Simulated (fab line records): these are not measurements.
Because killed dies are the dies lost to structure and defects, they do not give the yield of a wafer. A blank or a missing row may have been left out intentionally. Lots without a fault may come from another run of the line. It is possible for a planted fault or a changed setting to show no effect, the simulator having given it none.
One fault seen from 2 desks :: flow sky130 :: numbers are kept per desk, each desk with only its own; the story behind them comes last

METROLOGY DESK
Means of the sampled wafers that have a number, per lot and without regard to the tool the lot ran on: this is what the gauges read. A lot is out of limits, marked OUT, if its mean lies more than 4 standard deviations from the usual mean; the brackets give that distance.
Columns: A = VIA2_BOW at SKY_VIA2_BOW_MEAS_03, usual 84 um; B = cd_nm at SKY_VIA2_CD_MEAS_12, usual 199.8 nm; C = VIA2_OVL at SKY_VIA2_OVL_MEAS_13, usual 1 nm
lot: L838
first seen here: day 34 17:10
A: 87
B: 198.7
C: -8

lot: L839
first seen here: day 34 18:47
A: 87
B: 200.5
C: -0

lot: L843
first seen here: day 36 07:01
A: 82
B: 200.8
C: -4

lot: L844
first seen here: day 36 11:37
A: 88
B: 200.4
C: 0

lot: L857
first seen here: day 41 06:28
A: 84
B: 200.1
C: 2

lot: L859
first seen here: day 41 13:14
A: 80
B: 199.3
C: 1
Result from this desk: across the 6 lots, nothing is out of limits.

AT THE TOOL OWNER'S DESK: rie_diel-01
The tool's own readings at SKY_VIA2_ETCH_14 (etches BARC in N2/H2, stops on SiO2, time 45.9 s, target depth 60 nm): means of the sampled wafers that have a number, for each lot that ran on this tool. A lot is out of limits, marked OUT, if its mean lies more than 4 standard deviations from the usual mean; the brackets give that distance.
Columns: A = drypump_motor_current_A at SKY_VIA2_ETCH_14, usual 5.8 A; B = oes_product_au at SKY_VIA2_ETCH_14, usual 0.855 a.u.; C = run_length_s at SKY_VIA2_ETCH_14, usual 74.1 s; D = throttle_valve_pct at SKY_VIA2_ETCH_14, usual 13.225 %
lot: L839
first seen here: day 35 21:46
A: 5.9
B: 0.856
C: 74.3
D: 13.231

lot: L843
first seen here: day 37 09:56
A: 5.9
B: 0.927 (+15) OUT
C: 70.1 (-10) OUT
D: 13.225

lot: L844
first seen here: day 37 14:08
A: 6.0
B: 0.883 (+5.9) OUT
C: 73.3
D: 13.234
This desk's verdict: out of limits on L843, L844, starting with L843 at day 37 09:56 (oes_product_au at SKY_VIA2_ETCH_14). L839: within limits.

PUT TOGETHER
An alarm could have come from the tool owner's desk at day 37 09:56, on L843, L844.
Metrology desk: nothing out of limits seen.
The metrology desk has L843, L844 on record, within its limits.
The lots listed all ran SKY_VIA2_ETCH_14 on rie_diel-01.

WHAT WAS PUT IN BY THE SIMULATOR
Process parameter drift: rie_diel-01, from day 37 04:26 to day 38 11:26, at SKY_VIA2_ETCH_14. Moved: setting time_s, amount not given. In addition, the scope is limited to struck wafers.
Struck lots among those shown: L843, L844.
Hours from the fault's start to each desk's first reading out of limits: the tool owner's desk, 6.
